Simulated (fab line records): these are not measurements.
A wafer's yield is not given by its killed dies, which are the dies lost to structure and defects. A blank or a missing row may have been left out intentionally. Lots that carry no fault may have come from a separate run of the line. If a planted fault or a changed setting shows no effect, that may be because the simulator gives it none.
What tool caused it? + flow gf180mcu + Sampling: 13 lots, 39 wafers, 3 of 602 route steps

WHAT THE GAUGES SHOWED, per wafer
GF_HV_LDD_TW_MEAS_23. Usual: HV_LDD_2_TW gives 1057 (standard deviation 9.1).
| lot  | measured     | on            | HV_LDD_2_TW    | flag |
|------|--------------|---------------|----------------|------|
| L347 | day 10 14:49 | film-metro-04 | 1074 1071 1072 |      |
| L348 | day 11 02:23 | film-metro-01 | 1051 1050 1050 |      |
| L349 | day 11 05:56 | film-metro-03 | 1053 1051 1051 |      |
| L353 | day 12 13:01 | film-metro-01 | 1142 1147 1148 | OFF  |
| L357 | day 13 20:07 | film-metro-01 | 1145 1140 1144 | OFF  |
| L358 | day 14 06:34 | film-metro-01 | 1049 1051 1051 |      |
| L360 | day 14 21:22 | film-metro-03 | 1058 1056 1059 |      |
| L362 | day 15 16:55 | film-metro-03 | 1058 1057 1065 |      |
| L363 | day 16 05:38 | film-metro-01 | 1043 1052 1046 |      |
| L364 | day 16 19:14 | film-metro-03 | 1046 1054 1055 |      |
| L366 | day 16 22:31 | film-metro-03 | 1049 1054 1057 |      |
| L368 | day 17 13:37 | film-metro-03 | 1055 1062 1059 |      |
| L370 | day 18 06:37 | film-metro-04 | 1077 1071 1072 |      |

GF_SALICIDE_RS_MEAS_04: measures by four-point-probe. Usual: SALICIDE_TIN_RS gives 16.4 ohm/sq (standard deviation 0.32).
| lot  | measured     | on            | SALICIDE_TIN_RS (ohm/sq) | flag |
|------|--------------|---------------|--------------------------|------|
| L347 | day 14 19:21 | film-metro-01 | 16.1 16.2 16.4           |      |
| L348 | day 15 08:21 | film-metro-01 | 16.7 16.8 16.9           |      |
| L349 | day 15 10:51 | film-metro-01 | 16.0 16.4 16.7           |      |
| L353 | day 16 23:38 | film-metro-02 | 16.5 16.2 16.2           |      |
| L357 | day 18 14:02 | film-metro-03 | 16.4 16.2 16.2           |      |
| L358 | day 19 05:49 | film-metro-01 | 16.5 16.0 16.8           |      |
| L360 | day 19 22:52 | film-metro-02 | 16.1 16.4 16.6           |      |
| L362 | day 20 20:22 | film-metro-01 | 16.7 16.6 16.9           |      |
| L363 | day 21 10:56 | film-metro-03 | 16.8 16.3 16.6           |      |
| L364 | day 22 01:55 | film-metro-01 | 16.0 16.0 15.9           |      |
| L366 | day 22 08:16 | film-metro-01 | 16.7 16.6 16.6           |      |
| L368 | day 22 18:15 | film-metro-01 | 16.5 16.0 16.5           |      |
| L370 | day 23 11:49 | film-metro-01 | 16.8 16.2 16.6           |      |

TOOL THAT RAN EACH LOT (tool first, then ch and the chambers of the sampled wafers, then the start)
| lot  | GF_HV_LDD_IMPLANT_21            |
|------|---------------------------------|
| L347 | implanter-03 ch 0, day 10 14:35 |
| L348 | implanter-02 ch 0, day 11 02:09 |
| L349 | implanter-03 ch 0, day 11 05:41 |
| L353 | implanter-02 ch 0, day 12 12:48 |
| L357 | implanter-02 ch 0, day 13 19:52 |
| L358 | implanter-03 ch 0, day 14 06:19 |
| L360 | implanter-01 ch 0, day 14 21:07 |
| L362 | implanter-01 ch 0, day 15 16:40 |
| L363 | implanter-01 ch 0, day 16 05:24 |
| L364 | implanter-02 ch 0, day 16 19:00 |
| L366 | implanter-03 ch 0, day 16 22:18 |
| L368 | implanter-02 ch 0, day 17 13:22 |
| L370 | implanter-02 ch 0, day 18 06:22 |
- GF_HV_LDD_IMPLANT_21

WHAT THE TOOLS THEMSELVES READ (means of the sampled wafers that have a number; where no wafer has one, the mark that the record gives instead)
GF_HV_LDD_IMPLANT_21. Usual: beam-energy-keV 25.000, standard deviation 0.0078; beam-on-s 10.02 s, standard deviation 0.19.
| lot  | tool         | beam-energy-keV | beam-on-s (s) | flag |
|------|--------------|-----------------|---------------|------|
| L347 | implanter-03 | 25.001          | 10.11         |      |
| L348 | implanter-02 | 25.001          | 10.04         |      |
| L349 | implanter-03 | 24.986          | 10.00         |      |
| L353 | implanter-02 | 34.271          | 10.20         | OFF  |
| L357 | implanter-02 | 34.292          | 10.02         | OFF  |
| L358 | implanter-03 | 24.996          | 9.83          |      |
| L360 | implanter-01 | 24.997          | 10.06         |      |
| L362 | implanter-01 | 25.005          | 9.94          |      |
| L363 | implanter-01 | 25.004          | 10.13         |      |
| L364 | implanter-02 | 25.008          | 9.93          |      |
| L366 | implanter-03 | 25.007          | 10.13         |      |
| L368 | implanter-02 | 25.009          | 10.31         |      |
| L370 | implanter-02 | 25.000          | 9.88          |      |

THE ANSWER, worked out from the rows above alone
Rule: take the mean of a lot's wafers that have a number; if it is more than 3 standard deviations from the usual mean, the lot is off. A lot without any number at a reading at which 4 lots or more have one is off too. All remaining lots with rows at the step are treated as sound. Order of review: gauges by route order, followed by the tools' own readings, for which a lot's mean as printed above is used. At the first step where some lot is off, the reading lying furthest off is the one used; lots without a number count as furthest.
Off: L353, L357, seen at GF_HV_LDD_TW_MEAS_23 (HV_LDD_2_TW).
If a tool, at a process step before that reading, ran all the lots that are off and no sound lot after the first of them, it fits. Not tried: the gauges at GF_HV_LDD_TW_MEAS_23; whatever is off there is also off at GF_HV_LDD_IMPLANT_21, on other tools, and gauge error can't account for it. Not one of the candidates tried fits.

WHAT HAD BEEN PUT IN BY THE SIMULATOR
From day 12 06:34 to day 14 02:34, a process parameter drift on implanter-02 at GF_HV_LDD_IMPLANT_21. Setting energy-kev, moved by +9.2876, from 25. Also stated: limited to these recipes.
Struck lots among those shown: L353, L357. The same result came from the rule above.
